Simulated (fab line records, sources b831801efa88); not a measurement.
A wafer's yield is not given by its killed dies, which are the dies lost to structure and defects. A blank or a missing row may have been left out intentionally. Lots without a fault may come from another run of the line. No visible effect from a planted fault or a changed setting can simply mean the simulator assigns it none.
Which of the tools did it? -- flow sky130 -- Sampling: 24 lots, 72 wafers, 6 of 708 route steps

WHAT EACH GAUGE READ, for each wafer
SKY_METAL4_CD_MEAS_13 targets a cd of 300 nm.
lot,measured,on,cd_nm (nm)
L075,day 42 12:10,cd_sem-02,296.8 296.0 296.8
L077,day 43 03:46,cd_sem-02,298.6 298.0 299.0
L074,day 43 04:12,cd_sem-01,299.8 299.4 298.8
L076,day 43 05:20,cd_sem-02,298.7 297.8 298.3
L078,day 43 06:26,cd_sem-01,298.8 298.9 300.0
L079,day 43 07:10,cd_sem-02,299.5 300.3 299.1
L080,day 43 13:47,cd_sem-01,301.5 300.6 300.3
L081,day 43 21:32,cd_sem-02,301.0 301.9 299.8
L082,day 44 07:29,cd_sem-02,298.5 298.2 299.3
L084,day 44 15:52,cd_sem-02,298.6 300.3 298.5
L083,day 44 17:48,cd_sem-02,300.5 300.0 300.7
L085,day 44 19:32,cd_sem-02,302.7 302.5 300.5
L086,day 45 16:28,cd_sem-01,299.8 299.2 299.2
L088,day 46 08:06,cd_sem-02,299.8 301.5 301.3
L087,day 46 12:17,cd_sem-01,299.6 300.7 300.4
L090,day 46 18:54,cd_sem-02,302.9 302.4 302.0
L089,day 46 21:31,cd_sem-02,301.3 299.8 300.6
L092,day 46 23:53,cd_sem-02,299.5 301.0 300.3
L091,day 47 04:51,cd_sem-02,298.4 299.7 299.8
L093,day 47 05:48,cd_sem-02,297.6 298.7 299.9
L094,day 47 13:46,cd_sem-02,301.4 301.3 301.9
L095,day 47 21:18,cd_sem-02,301.6 300.1 299.6
L096,day 48 03:39,cd_sem-02,299.6 299.8 299.6
L097,day 48 06:12,cd_sem-02,300.9 301.0 301.1

SKY_VIA4_OVL_MEAS_11.
lot,measured,on,VIA4_OVL (nm)
L075,day 43 13:27,overlay-02,0.8 -0.9 1.0
L077,day 44 04:40,overlay-02,0.4 -1.3 0.6
L074,day 44 04:51,overlay-02,0.0 0.6 -0.9
L076,day 44 06:04,overlay-01,1.6 0.6 0.7
L078,day 44 07:08,overlay-01,4.0 1.6 3.4
L079,day 44 07:48,overlay-02,1.7 2.4 1.8
L080,day 44 14:19,overlay-02,-0.2 1.2 1.6
L081,day 44 22:09,overlay-01,5.7 3.9 6.1
L082,day 45 08:24,overlay-01,-0.2 -1.9 1.4
L084,day 45 15:48,overlay-01,-0.6 0.6 0.0
L083,day 45 17:43,overlay-01,-2.3 -1.0 0.2
L085,day 45 19:19,overlay-01,2.2 1.6 1.8
L086,day 46 16:06,overlay-01,3.2 1.3 2.6
L088,day 47 06:11,overlay-02,-0.5 0.4 -1.7
L087,day 47 10:51,overlay-01,-1.3 -1.3 -0.6
L090,day 47 17:21,overlay-02,0.6 0.1 1.5
L089,day 47 19:23,overlay-02,-3.1 -1.8 -1.2
L092,day 47 20:43,overlay-01,3.7 4.0 3.7
L091,day 48 02:04,overlay-02,1.8 2.1 -0.8
L093,day 48 03:10,overlay-02,-0.4 0.6 -0.4
L094,day 48 11:30,overlay-01,0.2 -0.1 1.2
L095,day 48 18:13,overlay-01,1.9 2.5 1.9
L096,day 48 23:27,overlay-01,1.6 2.3 0.4
L097,day 49 02:09,overlay-01,1.1 0.2 2.4

SKY_PAD_OPEN_BOW_MEAS_13.
lot,measured,on,PAD_OPEN_BOW (um)
L075,day 46 13:58,film_metro-04,23 45 44
L077,day 47 02:35,film_metro-01,48 49 64
L074,day 47 02:37,film_metro-03,68 49 55
L076,day 47 04:14,film_metro-04,58 67 62
L078,day 47 05:56,film_metro-03,40 34 45
L079,day 47 07:16,film_metro-04,58 56 45
L080,day 47 10:56,film_metro-01,47 38 40
L081,day 47 18:05,film_metro-03,70 64 64
L082,day 48 05:19,film_metro-04,45 56 51
L084,day 48 10:31,film_metro-01,37 48 48
L083,day 48 11:33,film_metro-04,37 38 44
L085,day 48 14:10,film_metro-03,41 49 46
L086,day 49 08:13,film_metro-04,53 46 54
L088,day 49 19:07,film_metro-04,31 31 40
L087,day 49 23:04,film_metro-03,53 44 47
L090,day 50 04:50,film_metro-01,45 46 43
L089,day 50 05:50,film_metro-03,21 42 33
L092,day 50 08:46,film_metro-03,44 32 41
L091,day 50 11:57,film_metro-03,37 37 35
L093,day 50 13:24,film_metro-03,49 47 54
L094,day 50 20:04,film_metro-03,40 47 56
L095,day 51 02:38,film_metro-03,63 52 55
L096,day 51 05:53,film_metro-03,39 50 52
L097,day 51 07:23,film_metro-03,31 34 47

TOOL THAT RAN EACH LOT (tool first, then ch and the chambers of the sampled wafers, then the start)
lot,SKY_VIA3_SOFTBAKE_08,SKY_VIA3_ETCH_15,SKY_VIA4_CVD_18
L075,"litho_track-03 ch 0, day 40 10:14 or earlier","rie_diel-02 ch 1,2, day 40 10:14","cvd_w-01 ch 0,1, day 43 14:12"
L077,"litho_track-03 ch 0, day 41 01:40 or earlier","rie_diel-02 ch 0,1, day 41 01:40","cvd_w-01 ch 0, day 44 05:31"
L074,"litho_track-01 ch 0, day 41 02:25 or earlier","rie_diel-04 ch 1,3, day 41 02:25","cvd_w-02 ch 0,1, day 44 05:39"
L076,"litho_track-02 ch 0, day 41 03:35 or earlier","rie_diel-03 ch 0,1,2, day 41 03:35","cvd_w-01 ch 0,1, day 44 06:49"
L078,"litho_track-03 ch 0, day 41 05:07 or earlier","rie_diel-03 ch 2,3, day 41 05:07","cvd_w-02 ch 1, day 44 07:55"
L079,"litho_track-01 ch 0, day 41 06:04 or earlier","rie_diel-02 ch 1,2,3, day 41 06:04","cvd_w-02 ch 0,1, day 44 08:35"
L080,"litho_track-03 ch 0, day 41 11:56 or earlier","rie_diel-02 ch 2,3, day 41 11:56","cvd_w-02 ch 1, day 44 15:18"
L081,"litho_track-03 ch 0, day 41 19:55 or earlier","rie_diel-02 ch 0,1, day 41 19:55","cvd_w-02 ch 0,1, day 44 23:23"
L082,"litho_track-02 ch 0, day 42 07:13 or earlier","rie_diel-04 ch 0,2, day 42 07:13","cvd_w-02 ch 0,1, day 45 09:41"
L084,"litho_track-02 ch 0, day 42 16:10 or earlier","rie_diel-02 ch 1,3, day 42 16:10","cvd_w-02 ch 0, day 45 16:33"
L083,"litho_track-01 ch 0, day 42 17:19 or earlier","rie_diel-03 ch 1,2,3, day 42 17:19","cvd_w-02 ch 0,1, day 45 18:40"
L085,"litho_track-02 ch 0, day 42 19:31 or earlier","rie_diel-02 ch 2,3, day 42 19:31","cvd_w-01 ch 0,1, day 45 20:25"
L086,"litho_track-03 ch 0, day 43 17:22 or earlier","rie_diel-02 ch 1,3, day 43 17:22","cvd_w-01 ch 0,1, day 46 17:17"
L088,"litho_track-01 ch 0, day 44 08:43 or earlier","rie_diel-03 ch 0,1,3, day 44 08:43","cvd_w-02 ch 0,1, day 47 06:59"
L087,"litho_track-01 ch 0, day 44 14:46 or earlier","rie_diel-03 ch 0,1,2, day 44 14:46","cvd_w-01 ch 0,1, day 47 11:37"
L090,"litho_track-03 ch 0, day 44 20:04 or earlier","rie_diel-04 ch 0,1,3, day 44 20:04","cvd_w-02 ch 1, day 47 18:07"
L089,"litho_track-01 ch 0, day 44 22:34 or earlier","rie_diel-04 ch 1,3, day 44 22:34","cvd_w-02 ch 0,1, day 47 20:08"
L092,"litho_track-02 ch 0, day 45 02:13 or earlier","rie_diel-02 ch 0,1,2, day 45 02:13","cvd_w-02 ch 0,1, day 47 21:29"
L091,"litho_track-03 ch 0, day 45 06:43 or earlier","rie_diel-03 ch 0,2,3, day 45 06:43","cvd_w-02 ch 0,1, day 48 02:50"
L093,"litho_track-01 ch 0, day 45 09:44 or earlier","rie_diel-02 ch 1,2, day 45 09:44","cvd_w-01 ch 0,1, day 48 03:56"
L094,"litho_track-03 ch 0, day 45 17:10 or earlier","rie_diel-03 ch 0,1,3, day 45 17:10","cvd_w-02 ch 0,1, day 48 12:21"
L095,"litho_track-03 ch 0, day 46 01:31 or earlier","rie_diel-02 ch 0,2, day 46 01:31","cvd_w-02 ch 0,1, day 48 19:01"
L096,"litho_track-03 ch 0, day 46 08:10 or earlier","rie_diel-02 ch 2,3, day 46 08:10","cvd_w-01 ch 0,1, day 49 00:13"
L097,"litho_track-02 ch 0, day 46 12:08 or earlier","rie_diel-03 ch 0,1,2, day 46 12:08","cvd_w-01 ch 0,1, day 49 03:01"
- SKY_VIA3_SOFTBAKE_08: time 91.85 s.
- SKY_VIA3_ETCH_15: etches SiO2 in C4F8/O2/Ar, stops on TiN, target depth 507 nm, time 78 s.
- SKY_VIA4_CVD_18: deposits W, target thk 505 nm, time 152.14 s.

WHAT THE TOOLS THEMSELVES READ (means of the sampled wafers that have a number; where no wafer has one, the mark that the record gives instead)
SKY_VIA3_SOFTBAKE_08.
lot,tool,plate_sensor_t_centre_C (C),plate_sensor_t_edge_C (C)
L075,litho_track-03,100.89,100.96
L077,litho_track-03,100.87,100.95
L074,litho_track-01,100.89,100.95
L076,litho_track-02,100.89,100.95
L078,litho_track-03,100.90,100.95
L079,litho_track-01,100.89,100.96
L080,litho_track-03,100.88,100.96
L081,litho_track-03,100.88,100.95
L082,litho_track-02,100.88,100.96
L084,litho_track-02,100.88,100.96
L083,litho_track-01,100.89,100.96
L085,litho_track-02,100.89,100.96
L086,litho_track-03,100.88,100.95
L088,litho_track-01,100.88,100.95
L087,litho_track-01,100.89,100.96
L090,litho_track-03,100.88,100.95
L089,litho_track-01,100.89,100.96
L092,litho_track-02,100.88,100.96
L091,litho_track-03,100.88,100.95
L093,litho_track-01,100.89,100.95
L094,litho_track-03,100.88,100.96
L095,litho_track-03,100.89,100.95
L096,litho_track-03,100.88,100.95
L097,litho_track-02,100.88,100.94

SKY_VIA3_ETCH_15.
lot,tool,oes_product_au (a.u.)
L075,rie_diel-02,0.943
L077,rie_diel-02,0.945
L074,rie_diel-04,0.941
L076,rie_diel-03,0.948
L078,rie_diel-03,0.945
L079,rie_diel-02,0.944
L080,rie_diel-02,0.942
L081,rie_diel-02,0.941
L082,rie_diel-04,0.951
L084,rie_diel-02,0.942
L083,rie_diel-03,0.945
L085,rie_diel-02,0.947
L086,rie_diel-02,0.944
L088,rie_diel-03,0.943
L087,rie_diel-03,0.949
L090,rie_diel-04,0.947
L089,rie_diel-04,0.942
L092,rie_diel-02,0.940
L091,rie_diel-03,0.944
L093,rie_diel-02,0.945
L094,rie_diel-03,0.949
L095,rie_diel-02,0.949
L096,rie_diel-02,0.945
L097,rie_diel-03,0.939

SKY_VIA4_CVD_18.
lot,tool,heater_power_w (W)
L075,cvd_w-01,954
L077,cvd_w-01,877
L074,cvd_w-02,767
L076,cvd_w-01,923
L078,cvd_w-02,828
L079,cvd_w-02,792
L080,cvd_w-02,825
L081,cvd_w-02,779
L082,cvd_w-02,807
L084,cvd_w-02,740
L083,cvd_w-02,766
L085,cvd_w-01,895
L086,cvd_w-01,896
L088,cvd_w-02,773
L087,cvd_w-01,925
L090,cvd_w-02,830
L089,cvd_w-02,762
L092,cvd_w-02,768
L091,cvd_w-02,769
L093,cvd_w-01,941
L094,cvd_w-02,777
L095,cvd_w-02,768
L096,cvd_w-01,937
L097,cvd_w-01,907

THE ANSWER, worked out from the rows above alone
Rule: what is usual is taken from the lots themselves. The widest of any qualifying gaps counts: lots, ordered by their means at a reading, are off when they make up no more than a third of the lots, leave a main group of 4 or more, and stand apart from it by 3 or more times the standard deviation of that group's means. A main group is skipped when, at the precision printed for the reading in the tables above, its means are all equal. Also off: a lot with no number at a reading for which 4 or more lots have one. Where the step has rows for the other lots, those lots are counted as sound. Order of review: gauges by route order, followed by the tools' own readings, for which a lot's mean as printed above is used. At the first step where some lot is off, the reading lying furthest off is the one used; lots without a number count as furthest.
Nothing can be told from this: no lot is off at any reading shown.

WHAT HAD BEEN PUT IN BY THE SIMULATOR
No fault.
